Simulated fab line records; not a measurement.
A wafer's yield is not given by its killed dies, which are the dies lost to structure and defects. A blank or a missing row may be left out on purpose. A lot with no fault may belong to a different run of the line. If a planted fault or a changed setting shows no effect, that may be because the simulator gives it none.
Matching of chambers | flow sky130 | SKY_VIA1_CMP_02 on cmp-02 has 4 sister chambers
The step polishes SiO2. 8 wafers are shown with their chamber, then 9 later ones without.

== EACH WAFER AND ITS CHAMBER ==
wafer  | chamber | motor current A (A)
L084.4 | 1       | 11.5
L088.6 | 1       | 11.4
L089.1 | 0       | 11.9
L089.5 | 3       | 12.3
L089.6 | 2       | 12.9
L090.2 | 2       | 13.2
L090.3 | 0       | 12.4
L090.4 | 3       | 11.7

== WAFERS WHOSE CHAMBER IS MISSING ==
wafer  | motor current A (A)
L091.1 | 12.6
L091.2 | 13.6
L091.4 | 12.3
L094.1 | 11.6
L094.2 | 12.2
L094.6 | 13.8
L096.1 | 13.4
L096.3 | 12.3
L096.4 | 12.4

== THE CHAMBER EACH PASSED THROUGH ==
wafer  | from the rows above          | in truth
L091.1 | can't be placed: 0 or 2 or 3 | 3
L091.2 | 2                            | 2
L091.4 | can't be placed: 0 or 3      | 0
L094.1 | can't be placed: 1 or 3 or 0 | 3
L094.2 | can't be placed: 0 or 3      | 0
L094.6 | 2                            | 2
L096.1 | 2                            | 2
L096.3 | can't be placed: 0 or 3      | 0
L096.4 | can't be placed: 0 or 3 or 2 | 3
Placed correctly: 3 of 9. These rows do not allow placing 6 (true chamber among the candidates in 6). Wrongly placed: 0.
How it was worked out, from the rows above alone: a wafer's distance from a chamber is the root of the sum, over the readings, of the square of ((its reading less the chamber's mean) divided by the reading's scatter). The wafer belongs to the nearest chamber; if the next one is less than 2 further off, it can't be placed. Each chamber's mean is taken over the wafers shown for it. How the scatter is found: for the shown wafers, subtract from each reading the mean of its chamber, square and add these, divide the total by (wafers less chambers), then take the root.
